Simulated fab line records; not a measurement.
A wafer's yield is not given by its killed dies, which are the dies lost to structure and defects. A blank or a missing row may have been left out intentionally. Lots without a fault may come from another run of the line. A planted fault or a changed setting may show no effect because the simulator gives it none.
Which tool was responsible? / flow gf180mcu / 39 wafers from 13 lots sampled at 3 of the route's 602 steps

## WHAT EACH GAUGE READ, for each wafer
GF_PASSIVATION_THK_MEAS_01. Usual: PASSIVATION_CVD_00_THK 1002 nm, standard deviation 12.
lot=L975; measured=day 28 02:26; on=film metro-04; PASSIVATION_CVD_00_THK (nm)=1002 994 1007; flag=
lot=L976; measured=day 28 16:13; on=film metro-03; PASSIVATION_CVD_00_THK (nm)=1001 1004 1008; flag=
lot=L977; measured=day 29 05:41; on=film metro-03; PASSIVATION_CVD_00_THK (nm)=984 997 1009; flag=
lot=L978; measured=day 29 07:37; on=film metro-04; PASSIVATION_CVD_00_THK (nm)=1004 987 993; flag=
lot=L979; measured=day 29 22:44; on=film metro-01; PASSIVATION_CVD_00_THK (nm)=1007 1005 984; flag=
lot=L980; measured=day 30 00:04; on=film metro-03; PASSIVATION_CVD_00_THK (nm)=1014 992 999; flag=
lot=L981; measured=day 30 05:36; on=film metro-03; PASSIVATION_CVD_00_THK (nm)=1005 982 1012; flag=
lot=L982; measured=day 30 16:12; on=film metro-01; PASSIVATION_CVD_00_THK (nm)=982 1000 1016; flag=
lot=L983; measured=day 30 20:22; on=film metro-03; PASSIVATION_CVD_00_THK (nm)=999 1016 1019; flag=
lot=L990; measured=day 32 10:05; on=film metro-01; PASSIVATION_CVD_00_THK (nm)=982 992 993; flag=
lot=L991; measured=day 32 17:44; on=film metro-03; PASSIVATION_CVD_00_THK (nm)=1016 1022 1013; flag=
lot=L996; measured=day 33 19:56; on=film metro-04; PASSIVATION_CVD_00_THK (nm)=996 1003 1004; flag=
lot=L998; measured=day 34 08:18; on=film metro-04; PASSIVATION_CVD_00_THK (nm)=993 985 1004; flag=

## WHICH TOOL RAN EACH LOT (tool, then ch and the chambers of the sampled wafers, then the start)
lot=L975; GF_MIM_SPUTTER_02=pvd sputter-03, day 24 11:36; GF_PASSIVATION_CVD_00=pecvd-04 ch 1,2, day 28 02:22
lot=L976; GF_MIM_SPUTTER_02=pvd sputter-04, day 25 01:26; GF_PASSIVATION_CVD_00=pecvd-01 ch 0,1,2, day 28 16:07
lot=L977; GF_MIM_SPUTTER_02=pvd sputter-03, day 25 17:36; GF_PASSIVATION_CVD_00=pecvd-01 ch 0,1,2, day 29 05:37
lot=L978; GF_MIM_SPUTTER_02=pvd sputter-04, day 25 18:05; GF_PASSIVATION_CVD_00=pecvd-03 ch 0,1,2, day 29 07:32
lot=L979; GF_MIM_SPUTTER_02=pvd sputter-01, day 26 10:18; GF_PASSIVATION_CVD_00=pecvd-01 ch 0,1,2, day 29 22:39
lot=L980; GF_MIM_SPUTTER_02=pvd sputter-01, day 26 11:42; GF_PASSIVATION_CVD_00=pecvd-01 ch 0,1,2, day 29 23:59
lot=L981; GF_MIM_SPUTTER_02=pvd sputter-01, day 26 18:49; GF_PASSIVATION_CVD_00=pecvd-03 ch 0,1,2, day 30 05:31
lot=L982; GF_MIM_SPUTTER_02=pvd sputter-01, day 27 07:21; GF_PASSIVATION_CVD_00=pecvd-03 ch 1,2, day 30 16:07
lot=L983; GF_MIM_SPUTTER_02=pvd sputter-04, day 27 11:00; GF_PASSIVATION_CVD_00=pecvd-03 ch 0,2, day 30 20:16
lot=L990; GF_MIM_SPUTTER_02=pvd sputter-04, day 29 06:10; GF_PASSIVATION_CVD_00=pecvd-01 ch 0,1,2, day 32 10:01
lot=L991; GF_MIM_SPUTTER_02=pvd sputter-01, day 29 14:15; GF_PASSIVATION_CVD_00=pecvd-01 ch 0,1,2, day 32 17:38
lot=L996; GF_MIM_SPUTTER_02=pvd sputter-01, day 30 21:40; GF_PASSIVATION_CVD_00=pecvd-03 ch 0,1,2, day 33 19:50
lot=L998; GF_MIM_SPUTTER_02=pvd sputter-03, day 31 11:11; GF_PASSIVATION_CVD_00=pecvd-04 ch 0,2, day 34 08:13
- GF_MIM_SPUTTER_02: material AlCu, target thk 450 nm, time 23.9 s.
- GF_PASSIVATION_CVD_00: deposits SiO2 from TEOS, target thk 1000 nm, time 111.95 s.

## AS READ BY THE TOOLS THEMSELVES (means over the sampled wafers that have a number; for cases with no such wafer, the mark the record gives instead)
GF_MIM_SPUTTER_02. Usual: throttle valve pct reads 30.1 % (standard deviation 1).
lot=L975; tool=pvd sputter-03; throttle valve pct (%)=30.4; flag=
lot=L976; tool=pvd sputter-04; throttle valve pct (%)=30.2; flag=
lot=L977; tool=pvd sputter-03; throttle valve pct (%)=30.7; flag=
lot=L978; tool=pvd sputter-04; throttle valve pct (%)=30.4; flag=
lot=L979; tool=pvd sputter-01; throttle valve pct (%)=29.4; flag=
lot=L980; tool=pvd sputter-01; throttle valve pct (%)=29.2; flag=
lot=L981; tool=pvd sputter-01; throttle valve pct (%)=29.4; flag=
lot=L982; tool=pvd sputter-01; throttle valve pct (%)=29.8; flag=
lot=L983; tool=pvd sputter-04; throttle valve pct (%)=30.2; flag=
lot=L990; tool=pvd sputter-04; throttle valve pct (%)=30.1; flag=
lot=L991; tool=pvd sputter-01; throttle valve pct (%)=29.2; flag=
lot=L996; tool=pvd sputter-01; throttle valve pct (%)=29.2; flag=
lot=L998; tool=pvd sputter-03; throttle valve pct (%)=30.8; flag=

GF_PASSIVATION_CVD_00. Usual: heater power w reads 680 W (standard deviation 120).
lot=L975; tool=pecvd-04; heater power w (W)=713; flag=
lot=L976; tool=pecvd-01; heater power w (W)=688; flag=
lot=L977; tool=pecvd-01; heater power w (W)=749; flag=
lot=L978; tool=pecvd-03; heater power w (W)=674; flag=
lot=L979; tool=pecvd-01; heater power w (W)=725; flag=
lot=L980; tool=pecvd-01; heater power w (W)=700; flag=
lot=L981; tool=pecvd-03; heater power w (W)=684; flag=
lot=L982; tool=pecvd-03; heater power w (W)=632; flag=
lot=L983; tool=pecvd-03; heater power w (W)=736; flag=
lot=L990; tool=pecvd-01; heater power w (W)=733; flag=
lot=L991; tool=pecvd-01; heater power w (W)=747; flag=
lot=L996; tool=pecvd-03; heater power w (W)=669; flag=
lot=L998; tool=pecvd-04; heater power w (W)=646; flag=

## THE ANSWER, worked out from the rows above alone
Rule: a lot counts as off when the mean over its wafers that have a number is more than 3 standard deviations away from the usual mean. Also off: a lot with no number at a reading for which 4 or more lots have one. All remaining lots with rows at the step are treated as sound. After the gauges, taken in route order, come the tools' own readings; for these a lot's mean is taken, as printed above. The first step at which some lot is off is used, and at that step the reading that is off furthest; a lot without a number counts as furthest.
Across all readings shown, no lot is off: no conclusion can be drawn from this.

## WHAT THE SIMULATOR HAD INSERTED
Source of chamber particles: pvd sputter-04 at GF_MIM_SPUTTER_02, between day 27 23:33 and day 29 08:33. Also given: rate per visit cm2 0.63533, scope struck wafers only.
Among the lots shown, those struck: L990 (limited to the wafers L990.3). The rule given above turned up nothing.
